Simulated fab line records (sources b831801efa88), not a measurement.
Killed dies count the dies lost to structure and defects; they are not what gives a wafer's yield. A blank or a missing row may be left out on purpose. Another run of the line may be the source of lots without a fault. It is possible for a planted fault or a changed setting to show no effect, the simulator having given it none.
A struck lot beside a sound one ; flow sky130 ; 18 steps out of a route of 708
Sound: wafers L133.3, L133.4, L133.5. Struck: wafer L142.1 (L142.2, L142.4, from the same lot, were not struck and are left out); the cause is given at the end.
At each step with rows: each side's tool, then ch and its chambers, then its first start. Under that, the readings that differ: sound wafers ; struck wafers ; difference of the means ; sigmas: that difference in standard deviations of wafers without a fault.
alike: readings whose means differ by less than 2 such deviations, and words and numbers that are the same on both sides. not compared: withheld readings, readings that some wafer has no value for, bounds like >300 that may hide the same value, and numbers for which the record gives no deviation and whose values overlap.
A row with sigmas, a row that says differs or no value, or rows on one side alone: a step with any of these is where the two part. Numbers that don't overlap but have no deviation are shown without sigmas and don't part them. A reading missing from all wafers of one side parts the sides only when that side holds two or more wafers.

first, 3 steps without rows for these wafers: SKY_SONOS_ONO_WET_ETCH_18 (etches Si3N4 in H3PO4, target depth 15 nm, time 172 s); SKY_GATE_OXIDE_CLEAN_00 (cleans in SC1/SC2, time 150 s); SKY_GATE_OXIDE_OXIDATION_01 (stabilise 600 s, purge 300 s, target thk 10.268 nm).
SKY_GATE_OXIDE_THK_MEAS_02:
  sound on film-metro-04, day 14 06:16; struck on film-metro-04, day 17 02:44
  alike: GATE_OXIDE_OXIDATION_00_THK
then, 7 steps without rows for these wafers: SKY_GATE_OXIDE_DEHYDRATE_03 (time 60 s); SKY_GATE_OXIDE_HMDS_04 (prime time 60 s); SKY_GATE_OXIDE_COAT_05 (resist thk 1140 nm); SKY_GATE_OXIDE_SOFTBAKE_06 (time 60 s); SKY_GATE_OXIDE_EXPOSE_07 (exposes mask LVOM, target cd 600 nm); SKY_GATE_OXIDE_PEB_08; SKY_GATE_OXIDE_DEVELOP_09 (develop time 60 s).
SKY_GATE_OXIDE_OVL_MEAS_10:
  sound on overlay-02, day 15 07:57; struck on overlay-01, day 18 08:08
  alike: GATE_OXIDE_OVL
SKY_GATE_OXIDE_IMPLANT_11:
  sound on implanter-02 ch 0, day 15 08:02; struck on implanter-01 ch 0, day 18 08:11
reading;sound;struck;difference;sigmas
beam-on-s (s);10.06 9.75 9.94;11.21;+1.29;+6
faraday-current-uA;14.54 14.99 14.70;13.11;-1.63;-6
then, 1 step without rows for these wafers: SKY_GATE_OXIDE_WET_ETCH_12 (etches SiO2 in dHF, target depth 16.8 nm, time 336 s).
SKY_GATE_OXIDE_STRIP_13: strips in O2/N2.
  sound on plasma-asher-03 ch 0,1, day 15 08:16; struck on plasma-asher-04 ch 1, day 18 08:27
reading;sound;struck;difference;sigmas
rf-hours-counter-h (h);- - -;58;no value on the sound wafers;
  alike: drypump-motor-current-A, n2-flow-sccm, o2-flow-sccm, oes-product-au, strip-time-to-endpoint-s
SKY_GATE_OXIDE_TW_MEAS_14:
  sound on film-metro-04, day 15 08:21; struck on film-metro-03, day 18 08:33
reading;sound;struck;difference;sigmas
GATE_OXIDE_TW;226.6 224.9 225.0;230.7;+5.2;+3
then, 1 step without rows for these wafers: SKY_GATE_OXIDE_CLEAN_15 (cleans in SC1/SC2, time 150 s).
-- here the record skips 31 days between the struck wafers' starts before and after, leaving off in module GATE_OXIDE and picking up in module PAD_OPEN (first step shown: number 708 of the route) --
SKY_PAD_OPEN_PROBE_99:
  sound on prober-01, day 47 01:00; struck on prober-02, day 49 03:58
reading;sound;struck;difference;sigmas
killed-at-contacts;25 25 34;16;-12;-2
model.etest.tip-p.rs-ohm-sq;6815 6892 6828;6737;-108;
model.etest.pfet_01v8_lvt.drive-ua-um;174.8 174.8 178;190.7;+14.8;
model.etest.pfet_01v8_hvt.drive-ua-um;151.1 151.3 152.4;147.5;-4.1;
model.etest.pfet_01v8_lvt.off-log10-a-um;-9.109 -9.147 -9.03;-7.074;+2.021;
model.etest.pfet_01v8_mvt.off-log10-a-um;-10.34 -10.35 -10.42;-10.06;+0.31;
  alike: killed_at_M0_to_M3, killed_at_M4_up, killed-at-front-end, killed-at-other, killed-dies, killed-open, killed-short
  not compared: model.etest.pfet_01v8.drive-ua-um, model.etest.pfet_01v8_mvt.drive-ua-um, model.etest.pfet_01v8.off-log10-a-um

## WHERE THEY PART
Earliest at SKY_GATE_OXIDE_IMPLANT_11; latest, in this record, at SKY_PAD_OPEN_PROBE_99.

WHY: what the simulator had put in
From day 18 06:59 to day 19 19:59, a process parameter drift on implanter-01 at SKY_GATE_OXIDE_IMPLANT_11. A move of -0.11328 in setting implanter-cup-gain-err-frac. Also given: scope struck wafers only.
